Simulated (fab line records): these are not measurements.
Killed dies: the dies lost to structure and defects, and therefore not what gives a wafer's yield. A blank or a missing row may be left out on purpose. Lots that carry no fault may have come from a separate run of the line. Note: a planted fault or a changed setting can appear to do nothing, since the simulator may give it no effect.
fab line records | flow sky130
[record] lots = 10 | wafers = 30 | last_day = 50
route steps=708 shown SONOS_ONO@183 GATE_OXIDE@200 POLY_GATE@205 LDD_N@248 PAD_OPEN@708
lots that met no fault: taken from a fault-free run of the same line
start_h: hours from the record's opening day to when the first of the lot's shown wafers began | wait_h: how many hours have passed since the lot's step before this one | " repeats the value in the row above | L1.1+2: a row that stands for several wafers | - no value, or no start was given | * or withheld: withheld | < > ~ a bound
route shown NAME@n: a module of which the file shows steps, and the number in the route of the first | usual: mean/standard deviation taken from wafers without a fault | same: alike in all rows | chamber/n: place in a boat | sites: readings site by site | _std_site: standard deviation of those values | _edge_site: outer sites' mean less inner sites' | radius_mm: for every site, how far away it sits from the centre of the wafer | mask NAME#n: copy n | behind: the tool/chamber that last shaped the wafer | hold: why the lot was held/for how many hours/how that ended | device: transistor that didn't switch, given as n, p or np | end of line: the tests these same wafers got at the end of their route | a step given without rows: its recipe and nothing more | killed: count of dies lost to structure and defects at first sort (not the wafer's yield) | map: shows each die of a wafer: x if killed, . if not, _ if none is there
set.NAME: the run value of the setting; set.NAME@STEP: its run value at that earlier step | model.NAME: the simulator's own value behind a step, which no gauge read
a sample of lots followed through the steps of the route, with each step as a table and each wafer as a row
services: from which hour (start_h, from the record's first day; less than 0 if before it) a tool's chamber was out of use, for how many hours, and why
[[steps]]
[step SKY_SONOS_ONO_ETCH_15]
[recipe] target_depth_nm = 19.52 | chemistry = CHF3/O2 | source_w = 600 | bias_w = 200 | pressure_mtorr = 40 | chf3_flow_sccm = 50 | O2_flow_sccm = 5 | time_s = 7.8
[usual] chf3_flow_sccm = 49.99/0.16 | drypump_motor_current_A = 5.8/0.39 | oes_product_au = 0.998/0.0074 | throttle_valve_pct = 8.826/0.0093
lot.wafer | tool        | chamber | start_h | wait_h | chf3_flow_sccm | drypump_motor_current_A | oes_product_au | rf_hours_counter_h | throttle_valve_pct
L300.1    | rie_diel-02 | 1       | 277.09  | 0.0    | 50.14          | 5.9                     | 0.996          | 8                  | 8.822
L300.4    | "           | 3       | "       | "      | 50.13          | 5.7                     | 0.992          | 13                 | 8.835
L300.5    | "           | 0       | "       | "      | 50.28          | 5.5                     | 1.000          | -                  | 8.829
L301.3    | rie_diel-02 | 3       | 282.97  | 0.0    | 49.97          | 5.7                     | 1.000          | 13                 | 8.842
L301.4    | "           | 1       | "       | "      | 50.15          | 5.9                     | 0.983          | 8                  | 8.824
L301.6    | "           | 3       | "       | "      | 49.94          | 5.7                     | 0.987          | -                  | 8.845
L305.2    | rie_diel-02 | 0       | 326.62  | 0.0    | 49.95          | 5.4                     | 1.000          | 5                  | 8.820
L305.3    | "           | 3       | "       | "      | 50.15          | 5.7                     | 0.998          | 14                 | 8.838
L305.5    | "           | 1       | "       | "      | 49.76          | 5.9                     | 0.996          | -                  | 8.830
L306.2    | rie_diel-03 | 3       | 334.17  | 0.0    | 49.76          | 5.4                     | 0.993          | 6                  | 8.821
L306.3    | "           | 0       | "       | "      | 49.88          | 5.8                     | 1.000          | 95                 | 8.817
L306.6    | "           | 1       | "       | "      | 50.09          | 5.8                     | 1.003          | -                  | 8.816
L307.1    | rie_diel-02 | 3       | 340.24  | 0.0    | 49.75          | 5.7                     | 0.992          | 14                 | 8.825
L307.5    | "           | 0       | "       | "      | 50.04          | 5.5                     | 0.994          | -                  | 8.839
L307.6    | "           | 3       | "       | "      | 50.20          | 5.7                     | 1.000          | -                  | 8.827
L314.1    | rie_diel-04 | 1       | 395.89  | 0.0    | 49.94          | 6.1                     | 0.988          | 11                 | 8.812
L314.2    | "           | 2       | "       | "      | 49.83          | 6.7                     | 0.997          | 82                 | 8.832
L314.3    | "           | 3       | "       | "      | 49.91          | 6.2                     | 0.990          | 12                 | 8.827
L315.1    | rie_diel-03 | 3       | 406.51  | 0.0    | 49.88          | 5.3                     | 0.993          | 7                  | 8.839
L315.3    | "           | 0       | "       | "      | 50.12          | 5.8                     | 1.001          | 97                 | 8.818
L315.6    | "           | 0       | "       | "      | 50.00          | 5.8                     | 1.000          | -                  | 8.814
L319.1    | rie_diel-04 | 2       | 443.79  | 0.0    | 50.04          | 6.7                     | 0.998          | 82                 | 8.821
L319.2    | "           | 3       | "       | "      | 49.75          | 6.2                     | 0.990          | 13                 | 8.831
L319.5    | "           | 2       | "       | "      | 49.91          | 6.7                     | 0.993          | -                  | 8.830
L322.2    | rie_diel-02 | 1       | 459.77  | 0.0    | 49.96          | 5.9                     | 0.993          | 11                 | 8.807
L322.3    | "           | 3       | "       | "      | 49.98          | 5.7                     | 0.990          | 16                 | 8.829
L322.6    | "           | 3       | "       | "      | 50.08          | 5.7                     | 0.987          | -                  | 8.834
L323.2    | rie_diel-02 | 3       | 470.31  | 0.0    | 49.61          | 5.7                     | 0.986          | 16                 | 8.821
L323.3    | "           | 0       | "       | "      | 49.81          | 5.4                     | 1.002          | 7                  | 8.825
L323.5    | "           | 1       | "       | "      | 49.76          | 5.9                     | 1.001          | -                  | 8.820
[step SKY_GATE_OXIDE_STRIP_13]
[recipe] chemistry = O2/N2 | power_w = 1400 | pressure_mtorr = 1500 | platen_temp_c = withheld | o2_flow_sccm = 3000 | n2_flow_sccm = 300 | overash_fraction = 0.5
[usual] drypump_motor_current_A = 6.2/0.39 | oes_product_au = 0.716/0.0047 | strip_time_to_endpoint_s = 14.18/0.044
[same] overash_fraction = 0.5
lot.wafer | tool            | chamber | start_h | wait_h | drypump_motor_current_A | oes_product_au | rf_hours_counter_h | strip_time_to_endpoint_s
L300.1    | plasma_asher-02 | 0       | 304.68  | 0.0    | 6.6                     | 0.717          | 64                 | 14.14
L300.4    | "               | 1       | "       | "      | 6.4                     | 0.716          | -                  | 14.10
L300.5    | "               | 0       | "       | "      | 6.6                     | 0.717          | -                  | 14.13
L301.3    | plasma_asher-02 | 0       | 309.97  | 0.0    | 6.6                     | 0.717          | -                  | 14.13
L301.4    | "               | 1       | "       | "      | 6.4                     | 0.714          | -                  | 14.13
L301.6    | "               | 1       | "       | "      | 6.4                     | 0.726          | -                  | 14.13
L305.2    | plasma_asher-03 | 1       | 355.63  | 0.0    | 6.4                     | 0.719          | 61                 | 14.14
L305.3    | "               | 1       | "       | "      | 6.4                     | 0.717          | -                  | 14.17
L305.5    | "               | 0       | "       | "      | 5.9                     | 0.715          | -                  | 14.17
L306.2    | plasma_asher-03 | 0       | 363.71  | 0.0    | 5.9                     | 0.720          | 62                 | 14.09
L306.3    | "               | 0       | "       | "      | 5.9                     | 0.712          | -                  | 14.15
L306.6    | "               | 0       | "       | "      | 6.0                     | 0.713          | -                  | 14.12
L307.1    | plasma_asher-01 | 1       | 373.09  | 0.0    | 6.6                     | 0.722          | 54                 | 14.18
L307.5    | "               | 1       | "       | "      | 6.6                     | 0.714          | -                  | 14.18
L307.6    | "               | 0       | "       | "      | 5.4                     | 0.716          | -                  | 14.22
L314.1    | plasma_asher-02 | 0       | 429.14  | 0.0    | 6.6                     | 0.719          | 75                 | 14.19
L314.2    | "               | 1       | "       | "      | 6.4                     | 0.712          | 75                 | 14.22
L314.3    | "               | 1       | "       | "      | 6.4                     | 0.706          | -                  | 14.21
L315.1    | plasma_asher-03 | 1       | 438.36  | 0.0    | 6.4                     | 0.726          | 1                  | 14.14
L315.3    | "               | 1       | "       | "      | 6.4                     | 0.716          | -                  | 14.16
L315.6    | "               | 0       | "       | "      | 5.9                     | 0.710          | -                  | 14.12
L319.1    | plasma_asher-03 | 1       | 476.10  | 0.0    | 6.4                     | 0.720          | 5                  | 14.25
L319.2    | "               | 0       | "       | "      | 5.9                     | 0.711          | 5                  | 14.23
L319.5    | "               | 0       | "       | "      | 6.0                     | 0.713          | -                  | 14.27
L322.2    | plasma_asher-01 | 1       | 492.97  | 0.0    | 6.6                     | 0.712          | 66                 | 14.20
L322.3    | "               | 1       | "       | "      | 6.6                     | 0.724          | -                  | 14.23
L322.6    | "               | 1       | "       | "      | 6.6                     | 0.721          | -                  | 14.23
L323.2    | plasma_asher-01 | 1       | 503.44  | 0.0    | 6.6                     | 0.721          | 67                 | 14.21
L323.3    | "               | 1       | "       | "      | 6.6                     | 0.702          | -                  | 14.22
L323.5    | "               | 1       | "       | "      | 6.6                     | 0.708          | -                  | 14.21
[step SKY_POLY_GATE_THK_MEAS_01]
[recipe] reads = poly-Si_of_POLY_GATE_CVD_00
[usual] POLY_GATE_CVD_00_THK = 180.3/1.7
lot.wafer | tool          | chamber | start_h | wait_h | POLY_GATE_CVD_00_THK[nm]
L300.1    | film_metro-03 | -       | 310.19  | 0.0    | 181.6
L300.4    | "             | -       | "       | "      | 180.8
L300.5    | "             | -       | "       | "      | 180.8
L301.3    | film_metro-02 | -       | 314.97  | 0.0    | 181.4
L301.4    | "             | -       | "       | "      | 181.6
L301.6    | "             | -       | "       | "      | 181.9
L305.2    | film_metro-01 | -       | 360.98  | 0.0    | 180.6
L305.3    | "             | -       | "       | "      | 181.8
L305.5    | "             | -       | "       | "      | 181.7
L306.2    | film_metro-01 | -       | 368.14  | 0.0    | 181.4
L306.3    | "             | -       | "       | "      | 180.4
L306.6    | "             | -       | "       | "      | 181.1
L307.1    | film_metro-01 | -       | 376.68  | 0.0    | 178.4
L307.5    | "             | -       | "       | "      | 177.2
L307.6    | "             | -       | "       | "      | 178.9
L314.1    | film_metro-03 | -       | 433.59  | 0.0    | 181.9
L314.2    | "             | -       | "       | "      | 183.3
L314.3    | "             | -       | "       | "      | 182.7
L315.1    | film_metro-01 | -       | 443.52  | 0.0    | 182.0
L315.3    | "             | -       | "       | "      | 182.0
L315.6    | "             | -       | "       | "      | 183.0
L319.1    | film_metro-01 | -       | 479.65  | 0.0    | 181.3
L319.2    | "             | -       | "       | "      | 180.5
L319.5    | "             | -       | "       | "      | 180.4
L322.2    | film_metro-02 | -       | 496.53  | 0.0    | 180.8
L322.3    | "             | -       | "       | "      | 180.7
L322.6    | "             | -       | "       | "      | 181.2
L323.2    | film_metro-03 | -       | 506.99  | 0.0    | 182.3
L323.3    | "             | -       | "       | "      | 184.6
L323.5    | "             | -       | "       | "      | 184.2
[step SKY_LDD_N_IMPLANT_11]
[recipe] species = As | energy_kev = 20 | dose_cm2 = 7.5e+13 | tilt_deg = withheld | rotation_deg = 293
[usual] beam_on_s = 9.99/0.2 | dose_ions_cm2 = 7.5e+13/8.1e+10 | faraday_current_uA = 423/8.2
lot.wafer | tool         | chamber | start_h | wait_h | beam_on_s | dose_ions_cm2 | faraday_current_uA
L300.1    | implanter-02 | 0       | 399.69  | 0.1    | 9.90      | 7.511e+13     | 427
L300.4    | "            | 0       | "       | "      | 10.51     | 7.5e+13       | 403
L300.5    | "            | 0       | "       | "      | 10.13     | 7.499e+13     | 416
L301.3    | implanter-02 | 0       | 402.40  | 0.1    | 9.87      | 7.509e+13     | 427
L301.4    | "            | 0       | "       | "      | 9.83      | 7.487e+13     | 429
L301.6    | "            | 0       | "       | "      | 9.84      | 7.505e+13     | 427
L305.2    | implanter-02 | 0       | 454.87  | 0.1    | 33.59     | 3.0371e+14    | 510
L305.3    | "            | 0       | "       | "      | 34.52     | 3.0357e+14    | 491
L305.5    | "            | 0       | "       | "      | 34.29     | 3.0365e+14    | 497
L306.2    | implanter-02 | 0       | 465.80  | 0.1    | 33.41     | 3.0366e+14    | 513
L306.3    | "            | 0       | "       | "      | 34.11     | 3.0373e+14    | 503
L306.6    | "            | 0       | "       | "      | 32.46     | 3.0368e+14    | 526
L307.1    | implanter-02 | 0       | 470.94  | 0.1    | 34.94     | 3.0366e+14    | 492
L307.5    | "            | 0       | "       | "      | 33.26     | 3.0367e+14    | 514
L307.6    | "            | 0       | "       | "      | 34.48     | 3.0363e+14    | 497
L314.1    | implanter-02 | 0       | 530.39  | 0.1    | 10.09     | 7.502e+13     | 420
L314.2    | "            | 0       | "       | "      | 10.28     | 7.498e+13     | 413
L314.3    | "            | 0       | "       | "      | 10.22     | 7.492e+13     | 414
L315.1    | implanter-03 | 0       | 539.62  | 0.1    | 9.92      | 7.508e+13     | 424
L315.3    | "            | 0       | "       | "      | 9.75      | 7.513e+13     | 433
L315.6    | "            | 0       | "       | "      | 9.91      | 7.507e+13     | 426
L319.1    | implanter-03 | 0       | 573.77  | 0.1    | 9.96      | 7.504e+13     | 425
L319.2    | "            | 0       | "       | "      | 10.18     | 7.501e+13     | 416
L319.5    | "            | 0       | "       | "      | 10.06     | 7.506e+13     | 419
L322.2    | implanter-02 | 0       | 589.67  | 0.1    | 10.21     | 7.491e+13     | 413
L322.3    | "            | 0       | "       | "      | 10.20     | 7.499e+13     | 414
L322.6    | "            | 0       | "       | "      | 9.87      | 7.489e+13     | 429
L323.2    | implanter-03 | 0       | 600.47  | 0.1    | 9.77      | 7.493e+13     | 432
L323.3    | "            | 0       | "       | "      | 9.79      | 7.503e+13     | 431
L323.5    | "            | 0       | "       | "      | 10.15     | 7.499e+13     | 417
[step SKY_LDD_N_STRIP_16]
[recipe] chemistry = O2/N2 | power_w = 1400 | pressure_mtorr = 1500 | platen_temp_c = withheld | o2_flow_sccm = 3000 | n2_flow_sccm = 300 | overash_fraction = 0.5
[usual] drypump_motor_current_A = 6.2/0.47 | oes_product_au = 0.407/0.0046 | strip_time_to_endpoint_s = 4.316/0.018
[same] overash_fraction = 0.5
lot.wafer | tool            | chamber | start_h | wait_h | drypump_motor_current_A | oes_product_au | rf_hours_counter_h | strip_time_to_endpoint_s
L300.1    | plasma_asher-04 | 0       | 400.44  | 0.1    | 5.6                     | 0.411          | 29                 | 4.318
L300.4    | "               | 0       | "       | "      | 5.6                     | 0.408          | -                  | 4.328
L300.5    | "               | 1       | "       | "      | 6.0                     | 0.411          | -                  | 4.341
L301.3    | plasma_asher-02 | 1       | 403.13  | 0.1    | 6.4                     | 0.403          | -                  | 4.302
L301.4    | "               | 0       | "       | "      | 6.6                     | 0.408          | -                  | 4.317
L301.6    | "               | 1       | "       | "      | 6.4                     | 0.408          | -                  | 4.299
L305.2    | plasma_asher-01 | 1       | 455.60  | 0.1    | 6.6                     | 0.400          | 63                 | 4.915
L305.3    | "               | 0       | "       | "      | 5.4                     | 0.411          | -                  | 4.883
L305.5    | "               | 0       | "       | "      | 5.4                     | 0.412          | -                  | 4.896
L306.2    | plasma_asher-02 | 0       | 466.52  | 0.1    | 6.6                     | 0.406          | 78                 | 4.900
L306.3    | "               | 1       | "       | "      | 6.5                     | 0.414          | -                  | 4.888
L306.6    | "               | 1       | "       | "      | 6.5                     | 0.409          | -                  | 4.900
L307.1    | plasma_asher-01 | 1       | 471.69  | 0.1    | 6.6                     | 0.401          | 64                 | 4.902
L307.5    | "               | 0       | "       | "      | 5.4                     | 0.410          | -                  | 4.891
L307.6    | "               | 1       | "       | "      | 6.6                     | 0.406          | -                  | 4.904
L314.1    | plasma_asher-02 | 1       | 531.14  | 0.1    | 6.4                     | 0.403          | 85                 | 4.289
L314.2    | "               | 0       | "       | "      | 6.6                     | 0.408          | 85                 | 4.305
L314.3    | "               | 0       | "       | "      | 6.6                     | 0.401          | -                  | 4.288
L315.1    | plasma_asher-02 | 1       | 540.37  | 0.1    | 6.5                     | 0.394          | 85                 | 4.295
L315.3    | "               | 1       | "       | "      | 6.5                     | 0.405          | -                  | 4.294
L315.6    | "               | 0       | "       | "      | 6.7                     | 0.408          | -                  | 4.300
L319.1    | plasma_asher-02 | 0       | 574.52  | 0.1    | 6.6                     | 0.403          | 90                 | 4.324
L319.2    | "               | 1       | "       | "      | 6.5                     | 0.403          | 90                 | 4.336
L319.5    | "               | 0       | "       | "      | 6.6                     | 0.407          | -                  | 4.318
L322.2    | plasma_asher-02 | 1       | 590.40  | 0.1    | 6.4                     | 0.414          | 92                 | 4.305
L322.3    | "               | 1       | "       | "      | 6.4                     | 0.410          | -                  | 4.313
L322.6    | "               | 1       | "       | "      | 6.4                     | 0.407          | -                  | 4.310
L323.2    | plasma_asher-04 | 0       | 601.20  | 0.1    | 5.6                     | 0.408          | 47                 | 4.340
L323.3    | "               | 0       | "       | "      | 5.5                     | 0.407          | -                  | 4.328
L323.5    | "               | 1       | "       | "      | 6.0                     | 0.405          | -                  | 4.353
[step SKY_LDD_N_TW_MEAS_17]
[usual] LDD_N_TW = 2580/17
lot.wafer | tool          | chamber | start_h | wait_h | LDD_N_TW
L300.1    | film_metro-04 | -       | 400.54  | 0.1    | 2555
L300.4    | "             | -       | "       | "      | 2554
L300.5    | "             | -       | "       | "      | 2567
L301.3    | film_metro-01 | -       | 403.22  | 0.1    | 2587
L301.4    | "             | -       | "       | "      | 2577
L301.6    | "             | -       | "       | "      | 2580
L305.2    | film_metro-03 | -       | 455.71  | 0.1    | 2819
L305.3    | "             | -       | "       | "      | 2823
L305.5    | "             | -       | "       | "      | 2823
L306.2    | film_metro-01 | -       | 466.63  | 0.1    | 2854
L306.3    | "             | -       | "       | "      | 2841
L306.6    | "             | -       | "       | "      | 2829
L307.1    | film_metro-04 | -       | 471.79  | 0.1    | 2811
L307.5    | "             | -       | "       | "      | 2812
L307.6    | "             | -       | "       | "      | 2816
L314.1    | film_metro-04 | -       | 531.24  | 0.1    | 2560
L314.2    | "             | -       | "       | "      | 2549
L314.3    | "             | -       | "       | "      | 2555
L315.1    | film_metro-03 | -       | 540.47  | 0.1    | 2585
L315.3    | "             | -       | "       | "      | 2580
L315.6    | "             | -       | "       | "      | 2593
L319.1    | film_metro-03 | -       | 574.62  | 0.1    | 2573
L319.2    | "             | -       | "       | "      | 2579
L319.5    | "             | -       | "       | "      | 2565
L322.2    | film_metro-01 | -       | 590.51  | 0.1    | 2578
L322.3    | "             | -       | "       | "      | 2580
L322.6    | "             | -       | "       | "      | 2584
L323.2    | film_metro-01 | -       | 601.31  | 0.1    | 2576
L323.3    | "             | -       | "       | "      | 2587
L323.5    | "             | -       | "       | "      | 2575
[step SKY_PAD_OPEN_PROBE_99]
[usual] killed_at_M0_to_M3 = 42/6.9 | killed_at_M4_up = 3.2/1.7 | killed_at_contacts = 23/5.5 | killed_at_front_end = 16/4 | killed_at_other = 0.4/0.55 | killed_dies = 85/9.2 | killed_open = 46/6.8 | killed_short = 38/6.2
[same] gross_dies = 492 | killed_at_back_side = 0
lot.wafer | tool      | chamber | start_h | wait_h | killed_at_M0_to_M3 | killed_at_M4_up | killed_at_contacts | killed_at_front_end | killed_at_other | killed_dies | killed_open | killed_short
L301.3    | prober-01 | -       | 1071.91 | 0.2    | 48                 | 4               | 32                 | 22                  | 0               | 106         | 53          | 53
L301.4    | prober-01 | -       | 1071.96 | 0.2    | 50                 | 2               | 25                 | 17                  | 0               | 94          | 42          | 52
L301.6    | prober-01 | -       | 1072.06 | 0.2    | 49                 | 6               | 25                 | 9                   | 0               | 89          | 51          | 38
L315.1    | prober-01 | -       | 1163.31 | 0.1    | 36                 | 5               | 17                 | 21                  | 0               | 79          | 40          | 39
L315.3    | prober-01 | -       | 1163.41 | 0.2    | 31                 | 5               | 20                 | 15                  | 0               | 71          | 41          | 30
L315.6    | prober-01 | -       | 1163.56 | 0.2    | 34                 | 6               | 22                 | 22                  | 1               | 85          | 42          | 43
L322.2    | prober-02 | -       | 1191.93 | 0.1    | 43                 | 7               | 24                 | 14                  | 1               | 89          | 50          | 39
L322.3    | prober-02 | -       | 1191.98 | 0.2    | 42                 | 2               | 21                 | 21                  | 1               | 87          | 47          | 40
L322.6    | prober-02 | -       | 1192.13 | 0.2    | 28                 | 1               | 20                 | 15                  | 2               | 66          | 36          | 30
// killed by level:class
L301.3 VIA1:geometric_particle:short=12 LI_CONTACT:geometric_particle:open=11 CONTACT:geometric_particle:open=10 VIA1:geometric_particle:open=9 FIELD_ISO:geometric_particle:short=8 VIA3:geometric_particle:open=7 VIA2:geometric_particle:open=6 POLY_GATE:geometric_particle:short=5
L301.4 VIA1:geometric_particle:open=12 METAL1:geometric_particle:short=9 METAL2:geometric_particle:short=8 LOCAL_INTERCONNECT:geometric_particle:short=6 VIA2:geometric_particle:open=6 POLY_GATE:geometric_particle:short=5 LI_CONTACT:geometric_particle:short=5 CONTACT:geometric_particle:short=5
L301.6 VIA1:geometric_particle:open=13 VIA2:geometric_particle:open=11 CONTACT:geometric_particle:open=9 CONTACT:geometric_particle:short=5 LI_CONTACT:geometric_particle:open=4 VIA1:geometric_particle:short=4 LOCAL_INTERCONNECT:geometric_particle:short=4 METAL4:geometric_particle:short=4
L315.1 METAL2:geometric_particle:short=8 FIELD_ISO:geometric_particle:short=7 VIA3:geometric_particle:open=7 VIA2:geometric_particle:open=7 VIA1:geometric_particle:open=7 CONTACT:geometric_particle:open=6 CONTACT:geometric_particle:short=5 POLY_GATE:geometric_particle:open=4
L315.3 LI_CONTACT:geometric_particle:open=8 VIA2:geometric_particle:open=6 VIA3:geometric_particle:short=6 FIELD_ISO:geometric_particle:open=5 POLY_GATE:geometric_particle:open=5 CONTACT:geometric_particle:open=5 VIA3:geometric_particle:open=5 LOCAL_INTERCONNECT:geometric_particle:short=4
L315.6 FIELD_ISO:geometric_particle:open=8 CONTACT:geometric_particle:open=6 METAL2:geometric_particle:short=6 FIELD_ISO:geometric_particle:short=5 LI_CONTACT:geometric_particle:open=5 CONTACT:geometric_particle:short=5 POLY_GATE:geometric_particle:open=4 METAL1:geometric_particle:short=4
L322.2 VIA1:geometric_particle:open=15 CONTACT:geometric_particle:open=9 LI_CONTACT:geometric_particle:open=8 FIELD_ISO:geometric_particle:short=6 METAL4:geometric_particle:short=6 VIA1:geometric_particle:short=6 VIA2:geometric_particle:open=6 CONTACT:geometric_particle:short=5
L322.3 LI_CONTACT:geometric_particle:open=10 VIA1:geometric_particle:open=7 VIA2:geometric_particle:open=7 VIA3:geometric_particle:short=6 VIA3:geometric_particle:open=6 POLY_CUT:geometric_particle:open=5 CONTACT:geometric_particle:open=5 VIA1:geometric_particle:short=5
L322.6 LI_CONTACT:geometric_particle:open=9 CONTACT:geometric_particle:open=7 VIA1:geometric_particle:open=5 METAL2:geometric_particle:short=5 VIA3:geometric_particle:open=4 FIELD_ISO:geometric_particle:short=3 POLY_CUT:geometric_particle:short=3 CONTACT:geometric_particle:short=3
[[services]]
tool            | chamber | start_h | hours | kind
plasma_asher-03 | -       | 264.96  | 1.8   | repair
plasma_asher-03 | -       | 283.11  | 3.4   | repair
implanter-02    | -       | 290.97  | 2.7   | repair
rie_diel-02     | 1       | 298.22  | 1.3   | repair
implanter-03    | -       | 299.41  | 4.2   | repair
implanter-03    | -       | 304.15  | 2.3   | repair
implanter-03    | -       | 308.12  | 2.9   | repair
plasma_asher-03 | -       | 324.09  | 1.9   | repair
plasma_asher-02 | -       | 335.44  | 14.6  | pm
implanter-03    | -       | 340.82  | 15.0  | repair
plasma_asher-01 | -       | 361.38  | 2.8   | pm
implanter-03    | -       | 380.22  | 1.2   | repair
implanter-02    | -       | 417.30  | 6.3   | repair
plasma_asher-03 | -       | 421.25  | 9.0   | pm
rie_diel-02     | -       | 421.81  | 0.2   | repair
rie_diel-02     | 3       | 445.05  | 4.4   | repair
plasma_asher-02 | -       | 458.54  | 0.5   | repair
implanter-03    | -       | 459.37  | 3.6   | pm
plasma_asher-02 | -       | 477.86  | 2.8   | pm
plasma_asher-03 | -       | 495.84  | 2.8   | pm
rie_diel-02     | -       | 511.72  | 0.1   | repair
implanter-02    | -       | 512.49  | 2.8   | repair
rie_diel-02     | 1       | 521.10  | 7.3   | repair
rie_diel-02     | 0       | 565.42  | 3.4   | repair
[[key]]
[first_sign] step = SKY_LDD_N_IMPLANT_11 | reading = dose_ions_cm2 | direction = up | sigmas = 99+ | usual = * | struck = *
[effect] step = SKY_LDD_N_IMPLANT_11 | reading = beam_on_s | direction = up | sigmas = 99+ | usual = 9.99 | struck = 33.90
[effect] step = SKY_LDD_N_STRIP_16 | reading = strip_time_to_endpoint_s | direction = up | sigmas = 33 | usual = * | struck = *
[effect] step = SKY_LDD_N_TW_MEAS_17 | reading = LDD_N_TW | direction = up | sigmas = 14 | usual = 2580 | struck = 2825
met_at SKY_LDD_N_IMPLANT_11
struck_lots L305,L306,L307
tester_left_out L305,L306,L307
not_acting_at SKY_SONOS_ONO_ETCH_15,SKY_GATE_OXIDE_STRIP_13,SKY_POLY_GATE_THK_MEAS_01
onset_between 402.40 454.87
[fault] kind = process_parameter_drift | tool = implanter-02 | chamber = - | onset_h = 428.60 | steps = SKY_LDD_N_IMPLANT_11 | channel = dose_cm2 | offset = * | shape = step | end_h = 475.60 | acts_in = * | stated = *
// tester_left_out: of these lots the tester's yield and bins aren't shown, on N5 and GAA mostly nor the transistor test; their killed dies are dies lost to structure and defects alone, not to doping, threshold or leakage, so they don't give the yield
